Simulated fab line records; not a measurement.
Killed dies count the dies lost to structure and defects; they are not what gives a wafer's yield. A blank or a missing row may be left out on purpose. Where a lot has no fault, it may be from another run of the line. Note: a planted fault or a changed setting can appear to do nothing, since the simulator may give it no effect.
A lot that was struck, set against a sound lot + flow sfqLine + 41 steps out of a route of 325
Sound: these wafers, L650.2, L650.4, L650.6. Struck: wafer L657.4; the same lot's L657.5 was not struck, so it is left out; see the end for the cause.
Order at every step that has rows: each side's tool, ch and its chambers, its first start. Under that, the readings that differ: sound wafers + struck wafers + difference of the means + sigmas: that difference in standard deviations of wafers without a fault.
alike: readings whose means differ by less than 2 such deviations, and words and numbers that are the same on both sides. not compared: withheld readings, readings that some wafer has no value for, bounds like >300 that may hide the same value, and numbers for which the record gives no deviation and whose values overlap.
The two part at a step that has a row with sigmas, a row that says differs or no value, or rows on one side only. Numbers that don't overlap but have no deviation are shown without sigmas and don't part them. A reading missing from all wafers of one side parts the sides only when that side holds two or more wafers.

first, 2 steps without rows for these wafers: SFQ_TRILAYER_M0_DEP_PRE_CLEAN_020 (time 15 s); SFQ_TRILAYER_M0_DEP_SPUTTER_019 (material Nb, target thk 200 nm, time 133.3 s).
SFQ_M0_RS_MEAS_904: uses a four-point probe to measure.
  sound: filmMetro-03 at day 9 20:58; struck: filmMetro-02 at day 12 02:23
  alike: M0_NB_RS
then, 6 steps without rows for these wafers: SFQ_TRILAYER_M0_LITHO_COAT_026 (resist thk 62 nm); SFQ_TRILAYER_M0_LITHO_COAT_021 (resist thk 600 nm); SFQ_TRILAYER_M0_LITHO_SOFTBAKE_025; SFQ_TRILAYER_M0_LITHO_EXPOSE_022 (exposes mask M0, target cd 500 nm); SFQ_TRILAYER_M0_LITHO_PEB_024 (peb time 60 s); SFQ_TRILAYER_M0_LITHO_DEVELOP_023 (time 60 s).
SFQ_M0_OVL_MEAS_906:
  sound: overlay-02 at day 9 23:46; struck: overlay-02 at day 12 08:43
  alike: M0_OVL
SFQ_TRILAYER_M0_BARC_OPEN_METAL_ETCH_031: etches BARC in O2, target depth 125 nm, time 41.7 s.
  sound on rieMetal-01 ch 0,1, day 9 23:48; struck on rieMetal-01 ch 0, day 12 08:44
  alike: drypumpMotorCurrentA, oesProductAu, runLengthS
  not compared: rfHoursCounterH
SFQ_TRILAYER_M0_ETCH_METAL_ETCH_024: etches Nb in Cl2/Ar, stops on SiO2, target depth 240 nm, time 120 s.
  sound on rieMetal-01 ch 0,1, day 9 23:51; struck on rieMetal-01 ch 0, day 12 08:50
| reading                                            | sound             | struck | difference | sigmas |
|----------------------------------------------------|-------------------|--------|------------|--------|
| oesProductAu (a.u.)                                | 0.890 0.888 0.889 | 1.008  | +0.119     | +17    |
| runLengthS (s)                                     | 147.4 148.3 148.2 | 121.9  | -26.1      | -69    |
| model.KrF_of_TRILAYER_M0_LITHO_COAT_021.thkNm (nm) | 383.9 381.3 384.7 | 413    | +30        |        |
| model.M0.featureDepthNm (nm)                       | 199.3 197.5 199.1 | 187.5  | -11.1      |        |
| model.etch.depthNm (nm)                            | 199.3 197.5 199.1 | 187.5  | -11.1      |        |
  alike: drypumpMotorCurrentA
  not compared: rfHoursCounterH
then, 2 steps without rows for these wafers: SFQ_TRILAYER_M0_STRIP_STRIP_025 (strips in O2); SFQ_TRILAYER_M0_STRIP_SOLV_CLEAN_026 (cleans in NMP, time 600 s).
SFQ_TRILAYER_I0_DEP_PECVD_027: deposits SiO2 from SiH4/N2O, time 111.11 s, target thk 500 nm.
  sound on pecvd-04 ch 0,2, day 10 00:45; struck on pecvd-04 ch 2, day 12 09:44
  alike: heaterPowerW, throttleValvePct
SFQ_TRILAYER_I0_CMP_CMP_028: polishes SiO2.
  sound on cmp-01 ch 1,2, day 10 13:57; struck on cmp-01 ch 3, day 12 11:17
| reading             | sound       | struck | difference | sigmas |
|---------------------|-------------|--------|------------|--------|
| timeToEndpointS (s) | 207 214 205 | 222    | +13        | +2     |
  alike: motorCurrentA
SFQ_I0_BOW_MEAS_907:
  sound: filmMetro-03 at day 10 16:58; struck: filmMetro-01 at day 12 12:50
  alike: I0_BOW
SFQ_TRILAYER_I0_METRO_MEASURE_029:
  sound: filmMetro-03 at day 10 17:16; struck: filmMetro-01 at day 12 13:30
  alike: thkNm
then, 6 steps without rows for these wafers: SFQ_TRILAYER_I0_VIA_LITHO_COAT_036 (resist thk 62 nm); SFQ_TRILAYER_I0_VIA_LITHO_COAT_031 (resist thk 650 nm); SFQ_TRILAYER_I0_VIA_LITHO_SOFTBAKE_035; SFQ_TRILAYER_I0_VIA_LITHO_EXPOSE_032 (exposes mask I0, target cd 500 nm); SFQ_TRILAYER_I0_VIA_LITHO_PEB_034 (peb time 60 s); SFQ_TRILAYER_I0_VIA_LITHO_DEVELOP_033 (time 60 s).
-- the record jumps here: 4 days lie between the struck wafers' starts before and after --
SFQ_I0_OVL_MEAS_908:
  sound: overlay-01 at day 15 03:49; struck: overlay-02 at day 16 20:11
  alike: I0_OVL
then, 5 steps without rows for these wafers: SFQ_TRILAYER_I0_VIA_BARC_OPEN_VIA_ETCH_046 (etches BARC in O2, target depth 125 nm, time 41.7 s); SFQ_TRILAYER_I0_VIA_ETCH_VIA_ETCH_034 (etches SiO2 in CHF3, stops on Nb, target depth 260 nm); SFQ_TRILAYER_I0_VIA_STRIP_STRIP_035 (strips in O2); SFQ_TRILAYER_I0_VIA_STRIP_SOLV_CLEAN_036 (cleans in NMP, time 600 s); SFQ_TRILAYER_M1_DEP_PRE_CLEAN_038 (time 22.5 s).
SFQ_TRILAYER_M1_DEP_SPUTTER_037: material Nb, target thk 200 nm, time 133.3 s.
  sound: pvdSputter-04 at day 15 04:49; struck: pvdSputter-06 at day 16 21:10
  alike: throttleValvePct
SFQ_M1_RS_MEAS_909: uses a four-point probe to measure.
  sound: filmMetro-03 at day 15 04:55; struck: filmMetro-03 at day 16 21:19
  alike: M1_NB_RS
then, 6 steps without rows for these wafers: SFQ_TRILAYER_M1_LITHO_COAT_044 (resist thk 62 nm); SFQ_TRILAYER_M1_LITHO_COAT_039 (resist thk 600 nm); SFQ_TRILAYER_M1_LITHO_SOFTBAKE_043; SFQ_TRILAYER_M1_LITHO_EXPOSE_040 (exposes mask M1, target cd 500 nm); SFQ_TRILAYER_M1_LITHO_PEB_042 (peb time 60 s); SFQ_TRILAYER_M1_LITHO_DEVELOP_041 (time 60 s).
-- the record jumps here: 6 days lie between the struck wafers' starts before and after --
SFQ_M1_OVL_MEAS_911:
  sound: overlay-01 at day 20 09:21; struck: overlay-02 at day 23 04:43
  alike: M1_OVL
then, 1 step without rows for these wafers: SFQ_TRILAYER_M1_BARC_OPEN_METAL_ETCH_054 (etches BARC in O2, target depth 125 nm, time 41.7 s).
-- the record jumps here: 59 days lie between the struck wafers' starts before and after --
SFQ_M8_BOW_MEAS_951:
  sound: filmMetro-03 at day 75 10:20; struck: filmMetro-03 at day 82 07:03
| reading                     | sound    | struck | difference | sigmas |
|-----------------------------|----------|--------|------------|--------|
| model.etest.m0.combLog10Ohm | 12 12 12 | 0      | -12        |        |
  alike: M8_BOW

WHERE THEY PART
Earliest at SFQ_TRILAYER_M0_ETCH_METAL_ETCH_024; latest, in this record, at SFQ_TRILAYER_I0_CMP_CMP_028. Later steps at which nothing parts them and some readings are alike: SFQ_I0_BOW_MEAS_907, SFQ_TRILAYER_I0_METRO_MEASURE_029, SFQ_I0_OVL_MEAS_908, SFQ_TRILAYER_M1_DEP_SPUTTER_037, SFQ_M1_RS_MEAS_909, SFQ_M1_OVL_MEAS_911, SFQ_M8_BOW_MEAS_951.

WHY: what had been put in by the simulator
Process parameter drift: rieMetal-01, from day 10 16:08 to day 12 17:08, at SFQ_TRILAYER_M0_ETCH_METAL_ETCH_024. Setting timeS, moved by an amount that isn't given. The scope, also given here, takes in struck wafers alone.
